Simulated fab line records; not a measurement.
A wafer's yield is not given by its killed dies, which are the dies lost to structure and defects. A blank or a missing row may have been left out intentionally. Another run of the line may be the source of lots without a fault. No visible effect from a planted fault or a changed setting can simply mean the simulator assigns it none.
Comparing a struck lot with a sound one	flow sky130	35 out of 708 route steps
Sound: these wafers, L687.2, L687.3, L687.5. Wafers L696.1, L696.4, L696.5 were the ones struck. The cause is given at the end.
At each step with rows: each side's tool, then ch and its chambers, then its first start. Under that, the readings that differ: sound wafers	struck wafers	difference of the means	sigmas: that difference in standard deviations of wafers without a fault.
alike: readings with means less than 2 such deviations apart, plus words and numbers identical on both sides. not compared: withheld readings, readings lacking a value on some wafer, bounds such as >300 that could conceal the same value, and numbers that have no deviation in the record and whose values overlap.
A row with sigmas, a row that says differs or no value, or rows on one side alone: a step with any of these is where the two part. Numbers that have no deviation but don't overlap get no sigmas and don't part them. A reading that every wafer of one side lacks parts them only if that side has two wafers or more.

first, 10 steps without rows for these wafers: SKY_VIA2_EXPOSE_09 (exposes mask VIM2, target cd 200 nm); SKY_VIA2_PEB_10; SKY_VIA2_DEVELOP_11 (develop time 60 s); SKY_VIA2_ETCH_14 (etches BARC in N2/H2, stops on SiO2, time 45.9 s, target depth 60 nm); SKY_VIA2_ETCH_15 (etches SiO2 in C4F8/O2/Ar, stops on TiN, target depth 546 nm, time 84 s); SKY_VIA2_STRIP_16 (strips in O2/N2); SKY_VIA2_STRIP_17 (strips in post etch residue remover, time 1200 s); SKY_VIA2_CLEAN_18 (cleans in IPA, time 180 s); SKY_VIA2_CLEAN_19 (cleans in O3/DIW); SKY_VIA2_SPUTTER_20 (material TiN, target thk 20 nm, time 80 s).
SKY_VIA2_CVD_21: deposits W, target thk 420 nm, time 126.4 s.
  sound on cvd-w-01 ch 0,1, day 36 16:11; struck on cvd-w-01 ch 0,1, day 39 16:35
  alike: heater-power-w
then, 23 steps without rows for these wafers: SKY_VIA2_CMP_24 (polishes, stops on SiO2, t overpolish 20 s, target thk 0 nm); SKY_METAL3_SPUTTER_00 (material Ti, target thk 15 nm, time 10 s); SKY_METAL3_SPUTTER_01 (material TiN, target thk 20 nm, time 16.7 s); SKY_METAL3_SPUTTER_02 (material AlCu, target thk 735 nm, time 39.1 s); SKY_METAL3_SPUTTER_03 (material Ti, target thk 5 nm, time 3.3 s); SKY_METAL3_SPUTTER_04 (material TiN, target thk 70 nm, time 58.3 s); SKY_CAPM_CVD_00 (deposits SiO2, target thk 15.5 nm); SKY_CAPM_SPUTTER_02 (material TiN, target thk 200 nm, time 166.7 s); SKY_CAPM_DEHYDRATE_05 (time 60 s); SKY_CAPM_HMDS_06 (prime time 60 s); SKY_CAPM_COAT_07 (resist thk 1140 nm); SKY_CAPM_SOFTBAKE_08 (time 60 s); SKY_CAPM_EXPOSE_09 (exposes mask CAPM, target cd 1000 nm); SKY_CAPM_PEB_10; SKY_CAPM_DEVELOP_11 (develop time 60 s); SKY_CAPM_METAL_ETCH_13 (etches TiN in Cl2/BCl3, stops on SiO2, target depth 220 nm, time 62.9 s); SKY_CAPM_STRIP_14 (strips in O2/N2); SKY_CAPM_STRIP_15 (strips in post etch residue remover, time 1200 s); SKY_CAPM_CLEAN_16 (cleans in IPA, time 180 s); SKY_CAPM_CLEAN_17 (cleans in O3/DIW); SKY_METAL3_DEHYDRATE_05 (time 60 s); SKY_METAL3_HMDS_06 (prime time 60 s); SKY_METAL3_COAT_07 (resist thk 60 nm).
-- the record jumps here: 9 days lie between the struck wafers' starts before and after (it left off in module METAL3 and takes up again in module PAD_OPEN, whose first step shown is number 708 of the route) --
SKY_PAD_OPEN_PROBE_99:
  sound on prober-02 at day 46 05:03; struck on prober-01 at day 48 12:42
reading	sound	struck	difference	sigmas
defect-limited-yield (%)	83.7 81.7 78.9	77.4 71.3 75.4	-6.7	-4
killed_at_M0_to_M3	38 45 50	72 106 76	+40	+6
killed-dies	80 90 104	111 141 121	+33	+4
sort_bin_3_pad_short (%)	0.6 0.4 1.2	3.9 3.9 2.6	+2.7	+7
sort_bin_5_function (%)	8.5 11.0 12.8	14.8 19.7 16.3	+6.2	+4
sort-n-pass	412 402 388	381 351 371	-33	-4
sort-yield-pct (%)	83.7 81.7 78.9	77.4 71.3 75.4	-6.7	-4
model.etest.tester.sort-n-pass	412 402 388	381 351 371	-33	
model.etest.tester.sort-yield-pct (%)	83.74 81.71 78.86	77.44 71.34 75.41	-6.71	
model.etest.tester.sort_bin_5_pct (%)	8.537 10.98 12.8	14.84 19.72 16.26	+6.17	
model.etest.tester.sort_bin_3_pct (%)	0.6098 0.4065 1.22	3.862 3.862 2.642	+2.710	
  alike: killed_at_M4_up, killed-at-contacts, killed-at-front-end, killed-at-other, killed-open, killed-short, sort_bin_6_memory

## WHERE THEY PART
SKY_PAD_OPEN_PROBE_99 only, going by this record.

WHY: whatever the simulator had introduced
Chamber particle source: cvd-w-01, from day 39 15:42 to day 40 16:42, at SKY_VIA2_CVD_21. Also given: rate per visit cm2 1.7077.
